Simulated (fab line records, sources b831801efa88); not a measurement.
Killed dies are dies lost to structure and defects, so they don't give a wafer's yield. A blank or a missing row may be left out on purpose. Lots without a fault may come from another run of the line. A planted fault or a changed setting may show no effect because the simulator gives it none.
Which tool did it? | flow gf180mcu | 10 lots, 30 wafers sampled, at 4 steps of a route of 602

WHAT THE GAUGES READ, wafer by wafer
GF_VT_IMPLANT_TW_MEAS_43.
lot  | measured     | on            | VT_IMPLANT_4_TW
L394 | day 8 18:03  | film_metro-03 | 686 686 688
L395 | day 8 23:15  | film_metro-01 | 699 701 696
L398 | day 9 19:00  | film_metro-04 | 695 691 691
L402 | day 10 21:50 | film_metro-04 | 691 690 692
L404 | day 11 08:54 | film_metro-03 | 29 30 29
L405 | day 11 23:30 | film_metro-04 | 30 30 30
L406 | day 12 01:54 | film_metro-04 | 694 695 691
L411 | day 13 09:30 | film_metro-03 | 683 682 682
L412 | day 13 18:13 | film_metro-01 | 701 701 705
L413 | day 13 21:52 | film_metro-04 | 691 694 694

WHICH TOOL RAN EACH LOT (tool, then ch and the chambers of the sampled wafers, then the start)
lot  | GF_STI_ETCH_14                  | GF_VT_IMPLANT_STRIP_31               | GF_VT_IMPLANT_STRIP_42
L394 | rie_si-01 ch 1,2,3, day 2 21:31 | plasma_asher-04 ch 0,1, day 8 02:06  | plasma_asher-03 ch 0,1, day 8 17:56
L395 | rie_si-02 ch 0,3, day 3 02:40   | plasma_asher-04 ch 0,1, day 8 06:50  | plasma_asher-04 ch 0,1, day 8 23:09
L398 | rie_si-02 ch 0,2,3, day 3 18:19 | plasma_asher-03 ch 0,1, day 9 01:36  | plasma_asher-04 ch 0,1, day 9 18:54
L402 | rie_si-02 ch 0,1, day 4 15:06   | plasma_asher-03 ch 0,1, day 10 03:59 | plasma_asher-03 ch 0,1, day 10 21:44
L404 | rie_si-01 ch 0,1,3, day 5 01:31 | plasma_asher-03 ch 0,1, day 10 14:27 | plasma_asher-01 ch 0,1, day 11 08:48
L405 | rie_si-02 ch 1,2, day 5 07:52   | plasma_asher-03 ch 0,1, day 11 04:12 | plasma_asher-01 ch 0,1, day 11 23:23
L406 | rie_si-02 ch 0,1,2, day 5 11:40 | plasma_asher-01 ch 0,1, day 11 06:42 | plasma_asher-04 ch 1, day 12 01:47
L411 | rie_si-01 ch 0,3, day 6 15:04   | plasma_asher-01 ch 0,1, day 12 13:18 | plasma_asher-01 ch 0,1, day 13 09:24
L412 | rie_si-01 ch 0,1,3, day 6 19:34 | plasma_asher-03 ch 0,1, day 12 21:08 | plasma_asher-01 ch 0,1, day 13 18:07
L413 | rie_si-02 ch 0,3, day 7 00:22   | plasma_asher-03 ch 0,1, day 13 00:47 | plasma_asher-01 ch 0,1, day 13 21:45
- GF_STI_ETCH_14: etches Si in HBr/Cl2/O2, target depth 360 nm, time 102.9 s.
- GF_VT_IMPLANT_STRIP_31: strips in O2/N2.
- GF_VT_IMPLANT_STRIP_42: strips in O2/N2.

THE ANSWER, worked out from the rows above alone
Rule: what is usual is taken from the lots themselves. Put in order of their means at a reading, lots are off if they are a third of the lots or fewer, leave a main group of 4 or more, and stand apart from it by a gap of 3 or more times the standard deviation of the main group's means; of several such gaps the widest counts. A main group whose means are all the same, to the digits that the tables above print for the reading, isn't used. A lot without any number at a reading at which 4 lots or more have one is off too. The other lots that the step has rows for count as sound.
Off: L404, L405, at GF_VT_IMPLANT_TW_MEAS_43 (VT_IMPLANT_4_TW). The main group: mean 692, standard deviation 5.9.
A tool fits if, at a process step before that reading, it ran every lot that is off, and no sound lot after the first of them. The gauges at GF_VT_IMPLANT_TW_MEAS_43 are tried like those tools. None of those tried fits.

WHAT THE SIMULATOR HAD PUT IN
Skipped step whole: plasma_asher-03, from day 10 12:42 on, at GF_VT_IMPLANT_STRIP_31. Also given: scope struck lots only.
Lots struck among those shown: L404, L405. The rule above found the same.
